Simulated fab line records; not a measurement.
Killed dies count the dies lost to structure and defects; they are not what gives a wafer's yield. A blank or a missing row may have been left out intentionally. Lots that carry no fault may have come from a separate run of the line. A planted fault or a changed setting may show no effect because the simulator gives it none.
2 desks, one fault | flow sky130 | each desk holds nothing but its own numbers, with what lay behind them at the end

== DESK OF THE TOOL OWNER: implanter-04 ==
SKY_NWELL_IMPLANT_13, tool's own readings: per-lot mean of the sampled wafers with a number, covering each lot this tool ran. If a lot's mean is further than 4 standard deviations from the usual mean, the lot is out of limits and carries the mark OUT (the distance appears in the brackets).
Columns: A = dose-ions-cm2 at SKY_NWELL_IMPLANT_13, usual 7e+11; B = faraday-current-uA at SKY_NWELL_IMPLANT_13, usual 3.95
lot  | first seen here | A                       | B
L715 | day 5 02:26     | 7e+11                   | 3.90
L716 | day 5 10:58     | 7e+11                   | 3.98
L721 | day 6 17:48     | 7e+11                   | 3.94
L730 | day 8 23:01     | 7e+10 (-99 or more) OUT | 0.39 (-46) OUT
L734 | day 10 00:50    | 7e+10 (-99 or more) OUT | 0.40 (-46) OUT
Finding of this desk: L730, L734 out of limits; the first was L730 at day 8 23:01, on dose-ions-cm2 at SKY_NWELL_IMPLANT_13. L715, L716, L721 stayed within limits.

== AT THE METROLOGY DESK ==
Means of the sampled wafers that have a number, per lot and without regard to the tool the lot ran on: this is what the gauges read. If a lot's mean is further than 4 standard deviations from the usual mean, the lot is out of limits and carries the mark OUT (the distance appears in the brackets).
Columns: A = NWELL_RS at SKY_NWELL_RS_MEAS_29, usual 625.3 ohm/sq; B = LI_CONTACT_BOW at SKY_LI_CONTACT_BOW_MEAS_03, usual 55 um; C = LI_CONTACT_OVL at SKY_LI_CONTACT_OVL_MEAS_13, usual -5 nm; D = LOCAL_INTERCONNECT_TIN_RS at SKY_LOCAL_INTERCONNECT_RS_MEAS_01, usual 14.17 ohm/sq
lot  | first seen here | A               | B  | C   | D
L712 | day 5 08:44     | 625.3           | 56 | -9  | 14.36
L713 | day 5 14:14     | 623.7           | 50 | -4  | 14.26
L714 | day 5 17:39     | 625.4           | 50 | -7  | 14.04
L715 | day 5 20:39     | 626.7           | 55 | -8  | 14.06
L716 | day 6 05:23     | 626.3           | 52 | -10 | 14.28
L719 | day 7 03:41     | 626.6           | 60 | -8  | 14.23
L720 | day 7 07:51     | 623.6           | 62 | -8  | 14.18
L721 | day 7 14:03     | 624.5           | 57 | -6  | 14.14
L724 | day 8 10:19     | 625.2           | 55 | -9  | 14.16
L730 | day 9 21:30     | 646.9 (+14) OUT | 59 | -2  | 14.27
L733 | day 10 18:29    | 626.3           | 55 | 2   | 14.24
L734 | day 10 23:46    | 647.2 (+15) OUT | 59 | 2   | 14.25
L735 | day 11 02:42    | 626.1           | 59 | -2  | 13.98
This desk finds L730, L734 out of limits, with the earliest case on L730 at day 9 21:30 (NWELL_RS at SKY_NWELL_RS_MEAS_29). L712, L713, L714, L715, L716, L719, L720, L721, L724, L733, L735 stayed within limits.

== BROUGHT TOGETHER ==
The tool owner's desk had the chance to raise an alarm at day 8 23:01 on L730, L734.
L730, L734 would have let the metrology desk raise an alarm at day 9 21:30.
Every lot named ran SKY_NWELL_IMPLANT_13 on implanter-04.

== WHAT THE SIMULATOR HAD INSERTED ==
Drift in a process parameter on implanter-04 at SKY_NWELL_IMPLANT_13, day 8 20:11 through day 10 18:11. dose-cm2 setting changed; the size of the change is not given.
Lots struck among those shown: L730, L734.
Delay (hours) between the fault's onset and each desk's first out-of-limits reading: 3 at the tool owner's desk, 25 at the metrology desk.
